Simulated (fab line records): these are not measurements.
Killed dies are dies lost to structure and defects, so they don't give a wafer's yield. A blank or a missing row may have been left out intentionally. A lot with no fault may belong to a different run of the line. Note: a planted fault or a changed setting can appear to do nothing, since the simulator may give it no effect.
What tool caused it? + flow sky130 + 10 lots with 29 wafers sampled at 4 steps, on a route of 708 steps

WHAT EACH GAUGE READ, for each wafer
SKY_METAL5_RS_MEAS_05: the measuring method here is four-point-probe.
| lot  | measured     | on            | METAL5_ALCU_RS (ohm/sq)         |
|------|--------------|---------------|---------------------------------|
| L471 | day 42 16:47 | film_metro-02 | 0.02777 0.02733 0.02769         |
| L473 | day 43 10:42 | film_metro-01 | 0.02685 0.02658 0.02663         |
| L474 | day 43 20:02 | film_metro-01 | 0.02713 0.02699 0.02693         |
| L476 | day 44 04:27 | film_metro-04 | 0.02712 0.02696 0.02721         |
| L478 | day 44 22:49 | film_metro-01 | 0.02694 0.0268 0.02704          |
| L479 | day 45 03:33 | film_metro-02 | 0.02746 0.02711 0.02716         |
| L481 | day 45 16:22 | film_metro-02 | 0.02683 0.02678 0.02676         |
| L482 | day 45 21:08 | film_metro-04 | 0.02667 0.02654 0.02665         |
| L487 | day 48 01:00 | film_metro-04 | 0.04212 0.02733 0.04215 0.02731 |
| L492 | day 49 04:29 | film_metro-01 | 0.02693 0.02706 0.0272          |

TOOL THAT RAN EACH LOT (tool first, then ch and the chambers of the sampled wafers, then the start)
| lot  | SKY_METAL4_SPUTTER_03        | SKY_METAL5_SPUTTER_00        | SKY_METAL5_SPUTTER_02        |
|------|------------------------------|------------------------------|------------------------------|
| L471 | pvd_sputter-01, day 39 11:13 | pvd_sputter-03, day 42 16:37 | pvd_sputter-03, day 42 16:39 |
| L473 | pvd_sputter-03, day 40 08:16 | pvd_sputter-04, day 43 10:32 | pvd_sputter-04, day 43 10:35 |
| L474 | pvd_sputter-01, day 40 17:11 | pvd_sputter-04, day 43 19:52 | pvd_sputter-04, day 43 19:55 |
| L476 | pvd_sputter-01, day 41 03:16 | pvd_sputter-04, day 44 04:17 | pvd_sputter-04, day 44 04:20 |
| L478 | pvd_sputter-03, day 41 23:32 | pvd_sputter-04, day 44 22:40 | pvd_sputter-04, day 44 22:43 |
| L479 | pvd_sputter-03, day 42 04:35 | pvd_sputter-03, day 45 03:22 | pvd_sputter-03, day 45 03:25 |
| L481 | pvd_sputter-01, day 42 19:39 | pvd_sputter-03, day 45 16:11 | pvd_sputter-03, day 45 16:14 |
| L482 | pvd_sputter-01, day 42 22:51 | pvd_sputter-02, day 45 20:58 | pvd_sputter-02, day 45 21:01 |
| L487 | pvd_sputter-01, day 45 07:36 | pvd_sputter-03, day 48 00:46 | pvd_sputter-03, day 48 00:49 |
| L492 | pvd_sputter-04, day 46 15:00 | pvd_sputter-02, day 49 04:17 | pvd_sputter-02, day 49 04:20 |
- SKY_METAL4_SPUTTER_03: material Ti, target thk 5 nm, time 3.3 s.
- SKY_METAL5_SPUTTER_00: material Ti, target thk 15 nm, time 10 s.
- SKY_METAL5_SPUTTER_02: material AlCu, target thk 1150 nm, time 61.2 s.

THE ANSWER, worked out from the rows above alone
Rule: usual is defined by the lots themselves. The widest of any qualifying gaps counts: lots, ordered by their means at a reading, are off when they make up no more than a third of the lots, leave a main group of 4 or more, and stand apart from it by 3 or more times the standard deviation of that group's means. A main group is skipped when, at the precision printed for the reading in the tables above, its means are all equal. Also off: a lot with no number at a reading for which 4 or more lots have one. All remaining lots with rows at the step are treated as sound.
Off: L487, seen at SKY_METAL5_RS_MEAS_05 (METAL5_ALCU_RS). Mean 0.027 ohm/sq and standard deviation 0.00028 in the main group.
If a tool, at a process step before that reading, ran all the lots that are off and no sound lot after the first of them, it fits. Gauges at SKY_METAL5_RS_MEAS_05: tried the same way as those tools. Can't be told from this: 3 tools fit, pvd_sputter-01 at SKY_METAL4_SPUTTER_03, pvd_sputter-03 at SKY_METAL5_SPUTTER_00 and SKY_METAL5_SPUTTER_02, film_metro-04 at SKY_METAL5_RS_MEAS_05.

WHAT THE SIMULATOR HAD INSERTED
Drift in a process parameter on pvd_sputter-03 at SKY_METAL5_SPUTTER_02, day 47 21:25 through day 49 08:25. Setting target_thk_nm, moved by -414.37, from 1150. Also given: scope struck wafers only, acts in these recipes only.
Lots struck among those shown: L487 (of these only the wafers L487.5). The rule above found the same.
